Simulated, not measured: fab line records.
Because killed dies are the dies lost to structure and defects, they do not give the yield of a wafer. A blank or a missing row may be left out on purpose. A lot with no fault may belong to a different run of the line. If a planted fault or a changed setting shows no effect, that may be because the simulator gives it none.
What tool caused it? / flow sky130 / Sampling: 15 lots, 45 wafers, 6 of 708 route steps

== WHAT THE GAUGES SHOWED, per wafer ==
SKY_PWDE_TW_MEAS_10.
lot=L893; measured=day 3 21:31; on=film_metro-02; PWDE_TW=366 367 367
lot=L895; measured=day 4 10:56; on=film_metro-02; PWDE_TW=364 368 368
lot=L898; measured=day 5 00:44; on=film_metro-01; PWDE_TW=365 367 369
lot=L900; measured=day 5 11:17; on=film_metro-02; PWDE_TW=368 365 368
lot=L903; measured=day 6 08:46; on=film_metro-02; PWDE_TW=29 29 29
lot=L904; measured=day 6 15:34; on=film_metro-04; PWDE_TW=31 31 31
lot=L905; measured=day 6 17:16; on=film_metro-04; PWDE_TW=31 31 31
lot=L908; measured=day 7 11:08; on=film_metro-04; PWDE_TW=380 381 380
lot=L909; measured=day 7 16:02; on=film_metro-04; PWDE_TW=381 382 383
lot=L910; measured=day 7 21:05; on=film_metro-01; PWDE_TW=373 372 371
lot=L911; measured=day 8 03:16; on=film_metro-02; PWDE_TW=367 365 366
lot=L913; measured=day 8 16:44; on=film_metro-04; PWDE_TW=379 378 380
lot=L914; measured=day 8 22:52; on=film_metro-04; PWDE_TW=376 378 379
lot=L915; measured=day 9 02:07; on=film_metro-02; PWDE_TW=363 363 365
lot=L916; measured=day 9 05:25; on=film_metro-04; PWDE_TW=381 379 380

SKY_SONOS_ONO_THK_MEAS_01.
lot=L893; measured=day 11 13:32; on=film_metro-01; SONOS_ONO_OXIDATION_THK (nm)=2.64 2.56 2.59
lot=L895; measured=day 12 05:35; on=film_metro-01; SONOS_ONO_OXIDATION_THK (nm)=2.58 2.63 2.53
lot=L898; measured=day 13 02:35; on=film_metro-01; SONOS_ONO_OXIDATION_THK (nm)=2.57 2.57 2.61
lot=L900; measured=day 13 18:07; on=film_metro-03; SONOS_ONO_OXIDATION_THK (nm)=2.62 2.47 2.58
lot=L903; measured=day 15 00:27; on=film_metro-03; SONOS_ONO_OXIDATION_THK (nm)=2.53 2.57 2.57
lot=L904; measured=day 15 11:11; on=film_metro-02; SONOS_ONO_OXIDATION_THK (nm)=2.50 2.49 2.53
lot=L905; measured=day 15 15:10; on=film_metro-03; SONOS_ONO_OXIDATION_THK (nm)=2.59 2.51 2.58
lot=L908; measured=day 16 14:40; on=film_metro-03; SONOS_ONO_OXIDATION_THK (nm)=2.54 2.48 2.55
lot=L909; measured=day 16 21:39; on=film_metro-03; SONOS_ONO_OXIDATION_THK (nm)=2.61 2.61 2.59
lot=L910; measured=day 17 02:03; on=film_metro-02; SONOS_ONO_OXIDATION_THK (nm)=2.64 2.68 2.69
lot=L911; measured=day 17 15:14; on=film_metro-02; SONOS_ONO_OXIDATION_THK (nm)=2.60 2.61 2.64
lot=L913; measured=day 18 04:34; on=film_metro-02; SONOS_ONO_OXIDATION_THK (nm)=2.69 2.70 2.68
lot=L914; measured=day 18 17:20; on=film_metro-01; SONOS_ONO_OXIDATION_THK (nm)=2.67 2.63 2.62
lot=L915; measured=day 18 20:11; on=film_metro-01; SONOS_ONO_OXIDATION_THK (nm)=2.67 2.70 2.77
lot=L916; measured=day 18 23:19; on=film_metro-02; SONOS_ONO_OXIDATION_THK (nm)=2.70 2.71 2.72

SKY_GATE_OXIDE_TW_MEAS_14.
lot=L893; measured=day 13 22:19; on=film_metro-01; GATE_OXIDE_TW=219 218 219
lot=L895; measured=day 14 15:02; on=film_metro-01; GATE_OXIDE_TW=221 220 222
lot=L898; measured=day 15 12:50; on=film_metro-01; GATE_OXIDE_TW=219 218 220
lot=L900; measured=day 16 06:13; on=film_metro-02; GATE_OXIDE_TW=219 219 218
lot=L903; measured=day 17 15:07; on=film_metro-04; GATE_OXIDE_TW=227 227 227
lot=L904; measured=day 18 01:40; on=film_metro-01; GATE_OXIDE_TW=219 219 220
lot=L905; measured=day 18 06:11; on=film_metro-01; GATE_OXIDE_TW=219 220 220
lot=L908; measured=day 19 12:36; on=film_metro-04; GATE_OXIDE_TW=225 226 226
lot=L909; measured=day 19 17:04; on=film_metro-04; GATE_OXIDE_TW=228 226 228
lot=L910; measured=day 19 21:53; on=film_metro-02; GATE_OXIDE_TW=218 218 218
lot=L911; measured=day 20 09:37; on=film_metro-02; GATE_OXIDE_TW=218 219 218
lot=L913; measured=day 21 00:04; on=film_metro-04; GATE_OXIDE_TW=226 225 227
lot=L914; measured=day 21 13:29; on=film_metro-02; GATE_OXIDE_TW=218 219 218
lot=L915; measured=day 21 14:55; on=film_metro-04; GATE_OXIDE_TW=225 226 226
lot=L916; measured=day 21 17:17; on=film_metro-02; GATE_OXIDE_TW=220 221 219

SKY_RES_PROTECT_TW_MEAS_08.
lot=L893; measured=day 15 03:39; on=film_metro-04; POLY_GATE_TW=4085 4087 4078
lot=L895; measured=day 15 21:49; on=film_metro-02; POLY_GATE_TW=3951 3975 3937
lot=L898; measured=day 16 20:46; on=film_metro-02; POLY_GATE_TW=3943 3961 3939
lot=L900; measured=day 17 18:28; on=film_metro-02; POLY_GATE_TW=3970 3954 3937
lot=L903; measured=day 19 06:27; on=film_metro-02; POLY_GATE_TW=3949 3943 3948
lot=L904; measured=day 19 13:24; on=film_metro-04; POLY_GATE_TW=4107 4093 4078
lot=L905; measured=day 19 19:42; on=film_metro-04; POLY_GATE_TW=4123 4106 4061
lot=L908; measured=day 20 22:19; on=film_metro-02; POLY_GATE_TW=3960 3974 3972
lot=L909; measured=day 21 03:39; on=film_metro-03; POLY_GATE_TW=4100 4093 4054
lot=L910; measured=day 21 09:22; on=film_metro-02; POLY_GATE_TW=3964 3962 3972
lot=L911; measured=day 21 21:15; on=film_metro-03; POLY_GATE_TW=4102 4093 4094
lot=L913; measured=day 22 09:04; on=film_metro-04; POLY_GATE_TW=4100 4108 4094
lot=L914; measured=day 22 23:47; on=film_metro-04; POLY_GATE_TW=4098 4092 4095
lot=L915; measured=day 23 00:44; on=film_metro-04; POLY_GATE_TW=4127 4110 4092
lot=L916; measured=day 23 03:25; on=film_metro-02; POLY_GATE_TW=3977 3967 3985

== WHAT TOOL EACH LOT RAN ON (gives the tool, then ch and the chambers of the sampled wafers, and finally the start) ==
lot=L893; SKY_DNWELL_STRIP_08=plasma_asher-04 ch 0,1, day 3 05:42; SKY_PWDE_STRIP_09=plasma_asher-04 ch 0,1, day 3 21:25
lot=L895; SKY_DNWELL_STRIP_08=plasma_asher-03 ch 0,1, day 3 17:03; SKY_PWDE_STRIP_09=plasma_asher-04 ch 0, day 4 10:49
lot=L898; SKY_DNWELL_STRIP_08=plasma_asher-03 ch 1, day 4 07:15; SKY_PWDE_STRIP_09=plasma_asher-03 ch 0, day 5 00:37
lot=L900; SKY_DNWELL_STRIP_08=plasma_asher-02 ch 0,1, day 4 17:52; SKY_PWDE_STRIP_09=plasma_asher-03 ch 0,1, day 5 11:12
lot=L903; SKY_DNWELL_STRIP_08=plasma_asher-03 ch 1, day 5 13:52; SKY_PWDE_STRIP_09=plasma_asher-01 ch 0,1, day 6 08:40
lot=L904; SKY_DNWELL_STRIP_08=plasma_asher-03 ch 0,1, day 5 19:48; SKY_PWDE_STRIP_09=plasma_asher-01 ch 1, day 6 15:28
lot=L905; SKY_DNWELL_STRIP_08=plasma_asher-03 ch 0,1, day 5 22:15; SKY_PWDE_STRIP_09=plasma_asher-03 ch 0,1, day 6 17:10
lot=L908; SKY_DNWELL_STRIP_08=plasma_asher-03 ch 0,1, day 6 15:24; SKY_PWDE_STRIP_09=plasma_asher-03 ch 0,1, day 7 11:01
lot=L909; SKY_DNWELL_STRIP_08=plasma_asher-02 ch 0,1, day 6 19:45; SKY_PWDE_STRIP_09=plasma_asher-04 ch 0, day 7 15:56
lot=L910; SKY_DNWELL_STRIP_08=plasma_asher-03 ch 0,1, day 7 00:14; SKY_PWDE_STRIP_09=plasma_asher-04 ch 0,1, day 7 20:59
lot=L911; SKY_DNWELL_STRIP_08=plasma_asher-02 ch 0,1, day 7 06:15; SKY_PWDE_STRIP_09=plasma_asher-03 ch 0,1, day 8 03:10
lot=L913; SKY_DNWELL_STRIP_08=plasma_asher-04 ch 0,1, day 7 19:45; SKY_PWDE_STRIP_09=plasma_asher-03 ch 0,1, day 8 16:38
lot=L914; SKY_DNWELL_STRIP_08=plasma_asher-04 ch 0,1, day 8 01:18; SKY_PWDE_STRIP_09=plasma_asher-03 ch 0, day 8 22:46
lot=L915; SKY_DNWELL_STRIP_08=plasma_asher-02 ch 0,1, day 8 05:03; SKY_PWDE_STRIP_09=plasma_asher-03 ch 0,1, day 9 02:01
lot=L916; SKY_DNWELL_STRIP_08=plasma_asher-04 ch 0,1, day 8 08:34; SKY_PWDE_STRIP_09=plasma_asher-01 ch 0,1, day 9 05:17
- SKY_DNWELL_STRIP_08: strips in O2/N2.
- SKY_PWDE_STRIP_09: strips in O2/N2.

== WHAT THE TOOLS THEMSELVES READ (means of the sampled wafers that have a number; where no wafer has one, the mark that the record gives instead) ==
SKY_DNWELL_STRIP_08.
lot=L893; tool=plasma_asher-04; chamber_pressure_mTorr (mTorr)=1500.2; drypump_motor_current_A (A)=5.9; oes_product_au (a.u.)=0.720; strip_time_to_endpoint_s (s)=36.95
lot=L895; tool=plasma_asher-03; chamber_pressure_mTorr (mTorr)=1499.2; drypump_motor_current_A (A)=5.7; oes_product_au (a.u.)=0.721; strip_time_to_endpoint_s (s)=36.78
lot=L898; tool=plasma_asher-03; chamber_pressure_mTorr (mTorr)=1499.5; drypump_motor_current_A (A)=6.0; oes_product_au (a.u.)=0.720; strip_time_to_endpoint_s (s)=36.92
lot=L900; tool=plasma_asher-02; chamber_pressure_mTorr (mTorr)=1500.2; drypump_motor_current_A (A)=5.7; oes_product_au (a.u.)=0.723; strip_time_to_endpoint_s (s)=36.89
lot=L903; tool=plasma_asher-03; chamber_pressure_mTorr (mTorr)=-; drypump_motor_current_A (A)=-; oes_product_au (a.u.)=-; strip_time_to_endpoint_s (s)=-
lot=L904; tool=plasma_asher-03; chamber_pressure_mTorr (mTorr)=-; drypump_motor_current_A (A)=-; oes_product_au (a.u.)=-; strip_time_to_endpoint_s (s)=-
lot=L905; tool=plasma_asher-03; chamber_pressure_mTorr (mTorr)=-; drypump_motor_current_A (A)=-; oes_product_au (a.u.)=-; strip_time_to_endpoint_s (s)=-
lot=L908; tool=plasma_asher-03; chamber_pressure_mTorr (mTorr)=1501.3; drypump_motor_current_A (A)=5.7; oes_product_au (a.u.)=0.715; strip_time_to_endpoint_s (s)=37.12
lot=L909; tool=plasma_asher-02; chamber_pressure_mTorr (mTorr)=1501.1; drypump_motor_current_A (A)=5.7; oes_product_au (a.u.)=0.724; strip_time_to_endpoint_s (s)=36.97
lot=L910; tool=plasma_asher-03; chamber_pressure_mTorr (mTorr)=1499.2; drypump_motor_current_A (A)=5.7; oes_product_au (a.u.)=0.726; strip_time_to_endpoint_s (s)=37.08
lot=L911; tool=plasma_asher-02; chamber_pressure_mTorr (mTorr)=1499.3; drypump_motor_current_A (A)=5.7; oes_product_au (a.u.)=0.716; strip_time_to_endpoint_s (s)=37.03
lot=L913; tool=plasma_asher-04; chamber_pressure_mTorr (mTorr)=1499.6; drypump_motor_current_A (A)=5.8; oes_product_au (a.u.)=0.723; strip_time_to_endpoint_s (s)=36.93
lot=L914; tool=plasma_asher-04; chamber_pressure_mTorr (mTorr)=1500.6; drypump_motor_current_A (A)=5.9; oes_product_au (a.u.)=0.720; strip_time_to_endpoint_s (s)=37.06
lot=L915; tool=plasma_asher-02; chamber_pressure_mTorr (mTorr)=1499.7; drypump_motor_current_A (A)=5.7; oes_product_au (a.u.)=0.720; strip_time_to_endpoint_s (s)=36.99
lot=L916; tool=plasma_asher-04; chamber_pressure_mTorr (mTorr)=1500.0; drypump_motor_current_A (A)=5.8; oes_product_au (a.u.)=0.725; strip_time_to_endpoint_s (s)=37.09

SKY_PWDE_STRIP_09.
lot=L893; tool=plasma_asher-04; chamber_pressure_mTorr (mTorr)=1499.5; drypump_motor_current_A (A)=5.8; oes_product_au (a.u.)=0.726; strip_time_to_endpoint_s (s)=36.84
lot=L895; tool=plasma_asher-04; chamber_pressure_mTorr (mTorr)=1498.0; drypump_motor_current_A (A)=6.0; oes_product_au (a.u.)=0.723; strip_time_to_endpoint_s (s)=36.78
lot=L898; tool=plasma_asher-03; chamber_pressure_mTorr (mTorr)=1499.1; drypump_motor_current_A (A)=5.1; oes_product_au (a.u.)=0.725; strip_time_to_endpoint_s (s)=36.82
lot=L900; tool=plasma_asher-03; chamber_pressure_mTorr (mTorr)=1501.3; drypump_motor_current_A (A)=5.7; oes_product_au (a.u.)=0.718; strip_time_to_endpoint_s (s)=37.00
lot=L903; tool=plasma_asher-01; chamber_pressure_mTorr (mTorr)=1500.4; drypump_motor_current_A (A)=6.1; oes_product_au (a.u.)=0.740; strip_time_to_endpoint_s (s)=81.05
lot=L904; tool=plasma_asher-01; chamber_pressure_mTorr (mTorr)=1500.6; drypump_motor_current_A (A)=5.4; oes_product_au (a.u.)=0.737; strip_time_to_endpoint_s (s)=81.05
lot=L905; tool=plasma_asher-03; chamber_pressure_mTorr (mTorr)=1498.7; drypump_motor_current_A (A)=5.7; oes_product_au (a.u.)=0.739; strip_time_to_endpoint_s (s)=81.00
lot=L908; tool=plasma_asher-03; chamber_pressure_mTorr (mTorr)=1499.3; drypump_motor_current_A (A)=5.7; oes_product_au (a.u.)=0.722; strip_time_to_endpoint_s (s)=36.99
lot=L909; tool=plasma_asher-04; chamber_pressure_mTorr (mTorr)=1500.0; drypump_motor_current_A (A)=6.0; oes_product_au (a.u.)=0.726; strip_time_to_endpoint_s (s)=37.00
lot=L910; tool=plasma_asher-04; chamber_pressure_mTorr (mTorr)=1499.9; drypump_motor_current_A (A)=5.8; oes_product_au (a.u.)=0.724; strip_time_to_endpoint_s (s)=36.85
lot=L911; tool=plasma_asher-03; chamber_pressure_mTorr (mTorr)=1500.1; drypump_motor_current_A (A)=5.4; oes_product_au (a.u.)=0.726; strip_time_to_endpoint_s (s)=37.08
lot=L913; tool=plasma_asher-03; chamber_pressure_mTorr (mTorr)=1499.9; drypump_motor_current_A (A)=5.3; oes_product_au (a.u.)=0.721; strip_time_to_endpoint_s (s)=36.99
lot=L914; tool=plasma_asher-03; chamber_pressure_mTorr (mTorr)=1499.7; drypump_motor_current_A (A)=5.0; oes_product_au (a.u.)=0.718; strip_time_to_endpoint_s (s)=36.99
lot=L915; tool=plasma_asher-03; chamber_pressure_mTorr (mTorr)=1499.1; drypump_motor_current_A (A)=5.3; oes_product_au (a.u.)=0.719; strip_time_to_endpoint_s (s)=36.69
lot=L916; tool=plasma_asher-01; chamber_pressure_mTorr (mTorr)=1500.9; drypump_motor_current_A (A)=5.7; oes_product_au (a.u.)=0.726; strip_time_to_endpoint_s (s)=36.94

== THE ANSWER, worked out from the rows above alone ==
Rule: usual is defined by the lots themselves. The widest of any qualifying gaps counts: lots, ordered by their means at a reading, are off when they make up no more than a third of the lots, leave a main group of 4 or more, and stand apart from it by 3 or more times the standard deviation of that group's means. A main group is skipped when, at the precision printed for the reading in the tables above, its means are all equal. Also off: a lot with no number at a reading for which 4 or more lots have one. The other lots that the step has rows for count as sound. Order of review: gauges by route order, followed by the tools' own readings, for which a lot's mean as printed above is used. The first step at which some lot is off is used, and at that step the reading that is off furthest; a lot without a number counts as furthest.
Off: L903, L904, L905, at SKY_PWDE_TW_MEAS_10 (PWDE_TW). Main group: mean 372, sd 6.6.
A tool fits if, at a process step before that reading, it ran every lot that is off, and no sound lot after the first of them. Not tried: the gauges at SKY_PWDE_TW_MEAS_10; whatever is off there is also off at SKY_DNWELL_STRIP_08, on other tools, and gauge error can't account for it. Not one of the candidates tried fits.

== WHAT THE SIMULATOR HAD INSERTED ==
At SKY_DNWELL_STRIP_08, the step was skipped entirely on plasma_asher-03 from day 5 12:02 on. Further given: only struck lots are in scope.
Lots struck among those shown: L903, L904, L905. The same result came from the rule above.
